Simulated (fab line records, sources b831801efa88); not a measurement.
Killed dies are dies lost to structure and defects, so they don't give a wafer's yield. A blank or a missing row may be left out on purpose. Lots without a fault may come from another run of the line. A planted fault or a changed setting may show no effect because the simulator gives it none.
One fault seen from 2 desks | flow sky130 | each desk has only its own numbers; what lay behind them comes last

THE METROLOGY DESK
What the gauges read, lot by lot, whatever tool the lot ran on: means of the sampled wafers that have a number. A lot is out of limits, marked OUT, if its mean lies more than 4 standard deviations from the usual mean; the brackets give that distance.
Columns: A = cd_nm at SKY_METAL4_CD_MEAS_13, usual 300.3 nm; B = METAL4_OVL at SKY_METAL4_OVL_MEAS_14, usual -3 nm
lot  | first seen here | A     | B
L521 | day 43 08:52    | 299.4 | 4
L522 | day 43 14:25    | 301.7 | -6
L528 | day 44 23:29    | 297.5 | -9
L533 | day 46 09:10    | 300.2 | 0
L539 | day 47 19:38    | 298.2 | -1
This desk's finding: nothing out of limits on any of the 5 lots.

THE TOOL OWNER'S DESK: rie_metal-01
The tool's own readings at SKY_METAL4_METAL_ETCH_18 (etches the open film in Cl2/BCl3, stops on SiO2, target depth 845 nm, time 183.1 s): means of the sampled wafers that have a number, for each lot that ran on this tool. A lot is out of limits, marked OUT, if its mean lies more than 4 standard deviations from the usual mean; the brackets give that distance.
Columns: A = drypump_motor_current_A at SKY_METAL4_METAL_ETCH_18, usual 5.5 A; B = oes_product_au at SKY_METAL4_METAL_ETCH_18, usual 0.865 a.u.; C = throttle_valve_pct at SKY_METAL4_METAL_ETCH_18, usual 22.264 %
lot  | first seen here | A   | B               | C
L522 | day 43 14:44    | 5.5 | 0.863           | 22.265
L528 | day 44 23:47    | 5.5 | 0.866           | 22.256
L533 | day 46 09:27    | 5.6 | 0.788 (-14) OUT | 22.266
This desk's finding: out of limits on L533; first on L533, day 46 09:27 (oes_product_au at SKY_METAL4_METAL_ETCH_18). In limits: L522, L528.

PUT TOGETHER
The tool owner's desk could have raised an alarm at day 46 09:27, on L533.
The metrology desk saw nothing out of limits.
The metrology desk has L533 on record, within its limits.
Of the lots named, all ran SKY_METAL4_METAL_ETCH_18 on rie_metal-01.

WHAT THE SIMULATOR HAD PUT IN
Process parameter drift: rie_metal-01, from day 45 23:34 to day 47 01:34, at SKY_METAL4_METAL_ETCH_18. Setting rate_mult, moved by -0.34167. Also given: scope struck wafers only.
Lots struck among those shown: L533.
Hours from the fault's start to each desk's first reading out of limits: the tool owner's desk, 10.
